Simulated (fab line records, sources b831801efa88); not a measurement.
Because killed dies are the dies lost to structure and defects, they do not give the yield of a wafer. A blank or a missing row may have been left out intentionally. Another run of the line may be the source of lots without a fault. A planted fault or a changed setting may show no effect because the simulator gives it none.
Struck lot and sound lot, side by side ; flow sky130 ; 17 out of 708 route steps
Sound: wafers L478.1, L478.5, L478.6. The struck wafers were L485.4, L485.5, L485.6. Last of all comes the cause.
For every step that has rows: the tool of each side, followed by ch and its chambers, followed by its first start. Under that, the readings that differ: sound wafers ; struck wafers ; difference of the means ; sigmas: that difference in standard deviations of wafers without a fault.
alike: words and numbers the same on both sides, and readings whose means are apart by under 2 such deviations; not compared: readings that were withheld, readings missing a value for some wafer, numbers with overlapping values and no deviation given by the record, and bounds like >300 which may hide the same value.
The two part at a step that has a row with sigmas, a row that says differs or no value, or rows on one side only. Numbers that have no deviation but don't overlap get no sigmas and don't part them. A reading missing from all wafers of one side parts the sides only when that side holds two or more wafers.

first, 1 step without rows for these wafers: SKY_LDD_N_IMPLANT_15.
SKY_LDD_N_STRIP_16: strips in O2/N2.
  sound on plasma asher-03 ch 0,1, day 17 03:33; struck on plasma asher-02 ch 0,1, day 20 06:11
reading;sound;struck;difference;sigmas
strip time to endpoint s (s);4.324 4.321 4.308;4.342 4.349 4.347;+0.028;+2
  alike: drypump motor current A, oes product au
  not compared: rf hours counter h
SKY_LDD_N_TW_MEAS_17:
  sound on film metro-03 at day 17 03:39; struck on film metro-01 at day 20 06:17
  alike: LDD_N_TW
then, 7 steps without rows for these wafers: SKY_LDD_P_DEHYDRATE_00 (time 60 s); SKY_LDD_P_HMDS_01 (prime time 60 s); SKY_LDD_P_COAT_02 (resist thk 1140 nm); SKY_LDD_P_SOFTBAKE_03 (time 60 s); SKY_LDD_P_EXPOSE_04 (exposes mask PSDM, target cd 380 nm); SKY_LDD_P_PEB_05; SKY_LDD_P_DEVELOP_06 (develop time 60 s).
SKY_LDD_P_CD_MEAS_07 targets a cd of 380 nm.
  sound on cd sem-01 at day 18 09:58; struck on cd sem-01 at day 21 12:34
  alike: cd nm
SKY_LDD_P_OVL_MEAS_08:
  sound on overlay-02 at day 18 10:05; struck on overlay-01 at day 21 12:39
  alike: LDD_P_OVL
SKY_LDD_P_IMPLANT_09:
  sound on implanter-04 ch 0, day 18 10:07; struck on implanter-01 ch 0, day 21 12:44
reading;sound;struck;difference;sigmas
implant ion amu;49 49 49;75 75 75;+26;
model.implant.drp nm (nm);11.41 11.41 11.41;8.431 8.431 8.431;-2.979;
model.implant.rp nm (nm);20.78 20.78 20.78;19.06 19.06 19.06;-1.72;
SKY_LDD_P_STRIP_10: strips in O2/N2.
  sound on plasma asher-02 ch 0,1, day 18 10:16; struck on plasma asher-02 ch 0,1, day 21 12:51
  alike: drypump motor current A, oes product au, strip time to endpoint s
  not compared: rf hours counter h
SKY_LDD_P_TW_MEAS_11:
  sound on film metro-01 at day 18 10:22; struck on film metro-01 at day 21 12:56
reading;sound;struck;difference;sigmas
LDD_P_TW;641.4 640.0 642.0;1052.7 1053.3 1049.3;+410.6;+99 or more
then, 1 step without rows for these wafers: SKY_LDD_HVN_DEHYDRATE_00 (time 60 s).
-- here the record skips 26 days between the struck wafers' starts before and after, leaving off in module LDD_HVN and picking up in module PAD_OPEN (first step shown: number 708 of the route) --
SKY_PAD_OPEN_PROBE_99:
  sound on prober-01 at day 45 10:05; struck on prober-02 at day 47 12:21
reading;sound;struck;difference;sigmas
model.etest.pfet_01v8.r on ohm um;2955 2952 2895;4374 4556 4392;+1507;
model.etest.pfet_01v8.drive ua um;186.6 188.2 192.1;123.9 120.1 123.7;-66.4;
model.etest.pfet_01v8_hvt.drive ua um;139.4 139.6 143.8;88.89 83.81 89.77;-53.44;
model.etest.sram pfet latch.drive ua um;138.4 129.6 144.8;89.05 86.14 87.32;-50.10;
model.etest.pfet_01v8_mvt.drive ua um;151.1 151.5 153.8;119.6 116.6 118.7;-33.8;
model.etest.pfet_01v8_lvt.drive ua um;167.8 170.7 171.6;149.6 146.9 146.3;-22.4;
  not compared: model.etest.pfet g5v0d10v5.r on ohm um, model.etest.pfet g5v0d10v5.drive ua um

## WHERE THEY PART
Earliest at SKY_LDD_N_STRIP_16; latest, in this record, at SKY_LDD_P_TW_MEAS_11.

WHY: what had been put in by the simulator
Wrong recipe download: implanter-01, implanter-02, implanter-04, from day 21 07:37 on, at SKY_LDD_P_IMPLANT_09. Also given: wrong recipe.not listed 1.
